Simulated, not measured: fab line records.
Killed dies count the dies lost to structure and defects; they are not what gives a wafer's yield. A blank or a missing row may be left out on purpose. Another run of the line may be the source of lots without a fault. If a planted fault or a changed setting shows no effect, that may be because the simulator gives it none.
fab line records | flow gf180mcu
[record] lots = 6 wafers = 18 last-day = 33
route steps=602 shown TOP_METAL@586 PASSIVATION@587
lots with no fault: from the same line, run without faults
start-h: the number of hours between the record's first day and the start of the first shown wafer of the lot | wait-h: hours since the lot's step before | " identical to the entry in the row above | L1.1+2: one row covering several wafers at once | - either no value or no given start | * or withheld: withheld | < > ~ a bound
route shown NAME@n: a module of which the file shows steps, and the number in the route of the first | usual: the fault-free wafers' mean and standard deviation | same: alike in all rows | chamber/n: place in a boat | sites: readings site by site | _std_site: their standard deviation | _edge_site: outer sites' mean less inner sites' | radius-mm: how far each site lies from the wafer's centre | mask NAME#n: copy n | behind: the tool/chamber that last shaped the wafer | hold: the reason the lot was held/the length of the hold in hours/how it ended | device: transistor that didn't switch, given as n, p or np | end of line: tests run on the same wafers once the route is complete | a step given without rows: its recipe and nothing more | killed: at the first sort, the dies lost to defects and structure; wafer yield is something else | map: per-die view of a wafer (x killed, . not killed, _ where there is no die)
set.NAME: the setting the step ran with; set.NAME@STEP: the setting that earlier step ran with | model.NAME: the simulator's own value behind a step, which no gauge read
a table for each step, a row for each wafer; lots at some steps of the route
services: from which hour (start-h, from the record's first day; less than 0 if before it) a tool's chamber was out of use, for how many hours, and why
[[steps]]
[step GF_TOP_METAL_CLEAN_19]
[recipe] chemistry = DIW dry = n2-spin
[step GF_PASSIVATION_CVD_00]
[recipe] material = SiO2 target-thk-nm = 1000 precursor = TEOS temp-c = 400 time-s = 111.95 rf-w = 600
[usual] heater-power-w = 629/130
// columns lot.wafer tool chamber start-h wait-h heater-power-w since-wet-clean-h
L326.1 pecvd-02 1 667.99 0.0 485 493
L326.4 " 0 " " 746 -
L326.6 " 2 " " 765 -
L328.1 pecvd-04 0 683.90 0.0 830 79
L328.5 " 1 " " 626 -
L328.6 " 0 " " 863 -
L329.1 pecvd-01 0 687.15 0.0 457 721
L329.5 " 0 " " 380 -
L329.6 " 1 " " 620 -
L330.1 pecvd-01 1 691.60 0.0 601 725
L330.5 " 1 " " 572 -
L330.6 " 0 " " 488 -
L341.1 pecvd-01 2 768.40 0.0 674 802
L341.3 " 0 " " 486 802
L341.4 " 2 " " 546 -
L344.2 pecvd-01 1 785.29 0.0 614 819
L344.4 " 1 " " 511 -
L344.5 " 2 " " 667 -
[step GF_PASSIVATION_THK_MEAS_01]
[recipe] reads = SiO2_of_PASSIVATION_CVD_00
[usual] PASSIVATION_CVD_00_THK = 998/13
// columns lot.wafer tool chamber start-h wait-h PASSIVATION_CVD_00_THK[nm]
L326.1 film-metro-01 - 668.06 0.0 978
L326.4 " - " " 1000
L326.6 " - " " 1009
L328.1 film-metro-03 - 683.98 0.0 997
L328.5 " - " " 1013
L328.6 " - " " 1019
L329.1 film-metro-02 - 687.27 0.1 1003
L329.5 " - " " 1017
L329.6 " - " " 1007
L330.1 film-metro-01 - 691.72 0.1 988
L330.5 " - " " 1002
L330.6 " - " " 1015
L341.1 film-metro-01 - 768.48 0.0 994
L341.3 " - " " 995
L341.4 " - " " 1005
L344.2 film-metro-01 - 785.38 0.0 1003
L344.4 " - " " 1018
L344.5 " - " " 1004
[step GF_PASSIVATION_CVD_02]
[recipe] material = Si3N4 target-thk-nm = 700 time-s = 486.18 temp-c = 400 rf-w = 450
[usual] heater-power-w = 718/120
// columns lot.wafer tool chamber start-h wait-h heater-power-w since-wet-clean-h
L326.1 pecvd-01 1 668.12 0.1 639 702
L326.4 " 1 " " 644 -
L326.6 " 0 " " 517 -
L328.1 pecvd-01 1 684.04 0.1 591 718
L328.5 " 1 " " 664 -
L328.6 " 0 " " 446 -
L329.1 pecvd-02 1 687.33 0.1 553 513
L329.5 " 1 " " 593 -
L329.6 " 2 " " 870 -
L330.1 pecvd-04 2 691.78 0.1 813 87
L330.5 " 2 " " 669 -
L330.6 " 0 " " 752 -
L341.1 pecvd-02 2 768.54 0.1 716 594
L341.3 " 1 " " 502 594
L341.4 " 2 " " 785 -
L344.2 pecvd-04 0 785.43 0.0 896 180
L344.4 " 1 " " 815 -
L344.5 " 2 " " 757 -
[step GF_PASSIVATION_THK_MEAS_03]
[recipe] reads = Si3N4_of_PASSIVATION_CVD_02
[usual] PASSIVATION_CVD_02_THK = 702/9.5
// columns lot.wafer tool chamber start-h wait-h PASSIVATION_CVD_02_THK[nm]
L326.1 film-metro-01 - 668.41 0.1 698
L326.4 " - " " 711
L326.6 " - " " 705
L328.1 film-metro-03 - 684.47 0.3 693
L328.5 " - " " 706
L328.6 " - " " 713
L329.1 film-metro-03 - 687.61 0.1 692
L329.5 " - " " 711
L329.6 " - " " 720
L330.1 film-metro-02 - 692.06 0.1 708
L330.5 " - " " 715
L330.6 " - " " 712
L341.1 film-metro-01 - 768.83 0.1 696
L341.3 " - " " 688
L341.4 " - " " 708
L344.2 film-metro-03 - 785.73 0.2 691
L344.4 " - " " 697
L344.5 " - " " 703
[step GF_PASSIVATION_DEHYDRATE_04]
[recipe] temp-c = 200 time-s = 60
[step GF_PASSIVATION_HMDS_05]
[recipe] prime-time-s = 60 prime-temp-c = 120
[step GF_PASSIVATION_COAT_06]
[recipe] spin-rpm = 2000 resist-thk-nm = 4000
[step GF_PASSIVATION_SOFTBAKE_07]
[recipe] temp-c = 110 time-s = withheld
[step GF_PASSIVATION_EXPOSE_08]
[recipe] mask-id = Pad target-cd-nm = 40000 na = 0.57 dose-mj = 310
[step GF_PASSIVATION_PEB_09]
[recipe] temp-c = 115 time-s = withheld
[step GF_PASSIVATION_DEVELOP_10]
[recipe] develop-time-s = 60 dev-temp-c = 23
[step GF_PASSIVATION_ETCH_11]
[recipe] chemistry = CF4/O2 target-depth-nm = 2040 stop-on = TiN source-w = 800 bias-w = 150 pressure-mtorr = 150 cf4-flow-sccm = 80 O2_flow_sccm = 10 time-s = 453.3
[usual] drypump-motor-current-A = 5.6/0.54 oes-product-au = 0.988/0.006 run-length-s = 481.7/0.54 throttle-valve-pct = 5.967/0.0088
// columns lot.wafer tool chamber start-h wait-h drypump-motor-current-A oes-product-au rf-hours-counter-h run-length-s throttle-valve-pct model.coat_of_PASSIVATION_COAT_06.thk-nm
L326.1 rie-diel-02 0 687.36 - 5.4 0.993 23 481.5 5.973 2633
L326.4 " 2 " " 6.8 0.993 15 482.5 5.969 2603
L326.6 " 0 " " 5.4 1.000 - 481.4 5.971 2619
L328.1 rie-diel-04 1 703.09 - 5.4 0.990 15 482.3 5.965 2670
L328.5 " 0 " " 5.2 0.996 - 481.0 5.980 2628
L328.6 " 1 " " 5.5 0.990 - 482.5 5.966 2662
L329.1 rie-diel-04 2 706.20 - 5.5 0.903 19 561.7 5.933 2403
L329.5 " 2 " " 5.5 0.985 - 481.5 5.962 2647
L329.6 " 1 " " 5.5 0.974 - 482.3 5.951 2667
L330.1 rie-diel-04 1 710.90 - 5.5 0.912 16 562.1 5.938 2415
L330.5 " 3 " " 5.8 0.998 - 481.9 5.975 2638
L330.6 " 2 " " 5.5 0.984 - 481.5 5.959 2625
L341.1 rie-diel-02 3 784.40 - 5.2 0.986 13 481.4 5.975 2663
L341.3 " 0 " " 5.4 0.984 28 481.3 5.961 2682
L341.4 " 0 " " 5.4 0.985 - 481.8 5.975 2675
L344.2 rie-diel-02 0 800.59 - 5.4 0.985 29 481.3 5.970 2643
L344.4 " 1 " " 5.0 0.995 6 481.2 5.959 2631
L344.5 " 2 " " 6.9 1.001 - 482.7 5.952 2617
[step GF_PASSIVATION_STRIP_12]
[recipe] chemistry = O2/N2 power-w = 1400 pressure-mtorr = 1500 platen-temp-c = 250 o2-flow-sccm = 3000 n2-flow-sccm = 300 overash-fraction = 0.5
[usual] drypump-motor-current-A = 5.6/0.49 heater-power-w = 344/51 oes-product-au = 0.718/0.0045 platen-temp-c = 250.01/0.16 strip-time-to-endpoint-s = 33.00/0.23
// columns lot.wafer tool chamber start-h wait-h drypump-motor-current-A heater-power-w oes-product-au platen-temp-c rf-hours-counter-h strip-time-to-endpoint-s
L326.1 plasma-asher-01 1 687.63 0.1 5.7 276 0.713 249.72 89 32.87
L326.4 " 0 " " 5.7 434 0.717 250.21 - 32.51
L326.6 " 0 " " 5.7 440 0.714 250.07 - 32.71
L328.1 plasma-asher-02 1 703.36 0.1 5.5 331 0.714 250.31 62 33.27
L328.5 " 1 " " 5.5 326 0.713 250.18 - 32.79
L328.6 " 0 " " 5.6 394 0.718 249.88 - 33.18
L329.1 plasma-asher-04 1 706.47 0.1 4.9 325 0.710 249.95 109 30.20
L329.5 " 0 " " 6.5 301 0.721 249.87 - 33.04
L329.6 " 1 " " 4.9 316 0.725 249.89 - 33.25
L330.1 plasma-asher-02 0 711.17 0.1 5.6 396 0.717 249.99 63 30.35
L330.5 " 1 " " 5.5 328 0.719 250.00 - 32.93
L330.6 " 0 " " 5.6 398 0.721 250.15 - 32.77
L341.1 plasma-asher-02 0 784.67 0.1 5.5 397 0.716 250.05 71 33.20
L341.3 " 0 " " 5.5 406 0.721 250.20 - 33.43
L341.4 " 1 " " 5.5 321 0.729 250.05 - 33.33
L344.2 plasma-asher-04 1 800.86 0.1 4.9 327 0.721 250.06 6 33.00
L344.4 " 0 " " 6.5 312 0.719 250.09 - 32.82
L344.5 " 0 " " 6.5 308 0.716 249.78 - 32.69
[step GF_PASSIVATION_ANNEAL_13]
[recipe] temp-c = 400 time-s = 1800 ambient = N2/H2 idle-temp-c = 300 ramp-up-c-per-min = 10 ramp-down-c-per-min = 3
[[services]]
// columns tool chamber start-h hours kind
rie-diel-02 1 654.03 - clean
rie-diel-02 1 654.03 32.0 scheduled-down
rie-diel-02 1 654.03 32.0 vent-cycle
plasma-asher-01 - 655.47 3.9 repair
rie-diel-04 0 666.67 3.7 repair
pecvd-01 2 673.82 22.3 repair
pecvd-04 - 677.33 1.6 repair
pecvd-02 - 691.23 1.2 repair
plasma-asher-01 - 703.96 6.8 repair
rie-diel-02 1 712.21 2.4 repair
rie-diel-04 3 723.02 - clean
plasma-asher-04 - 733.75 9.0 pm
pecvd-01 - 738.49 0.6 repair
rie-diel-02 2 748.23 2.6 repair
pecvd-02 - 751.96 6.0 pm
pecvd-01 - 753.91 0.8 repair
pecvd-04 - 755.38 2.8 pm
rie-diel-04 0 767.07 2.6 repair
rie-diel-02 1 782.34 5.2 repair
plasma-asher-01 - 783.15 5.5 repair
rie-diel-04 - 786.74 0.4 repair
pecvd-01 - 799.44 14.0 pm
pecvd-01 0 799.44 14.0 vent-cycle
pecvd-01 2 799.44 14.0 vent-cycle
[[key]]
[first-sign] step = GF_PASSIVATION_ETCH_11 reading = run-length-s direction = up sigmas = 99+ usual = * struck = *
[effect] step = GF_PASSIVATION_ETCH_11 reading = oes-product-au direction = down sigmas = 13 usual = 0.988 struck = 0.908
[effect] step = GF_PASSIVATION_STRIP_12 reading = strip-time-to-endpoint-s direction = down sigmas = 12 usual = * struck = *
[model-effect] step = GF_PASSIVATION_ETCH_11 value = coat_of_PASSIVATION_COAT_06.thk-nm without = 2646 struck = 2409
met-at GF_PASSIVATION_ETCH_11
struck-wafers L329.1,L330.1
onset-between 703.09 706.20
[fault] kind = process-parameter-drift tool = rie-diel-04 chamber = - onset-h = 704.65 steps = GF_PASSIVATION_ETCH_11 channel = time-s offset = * shape = step end-h = 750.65 scope = struck-wafers-only acts-in = * stated = *
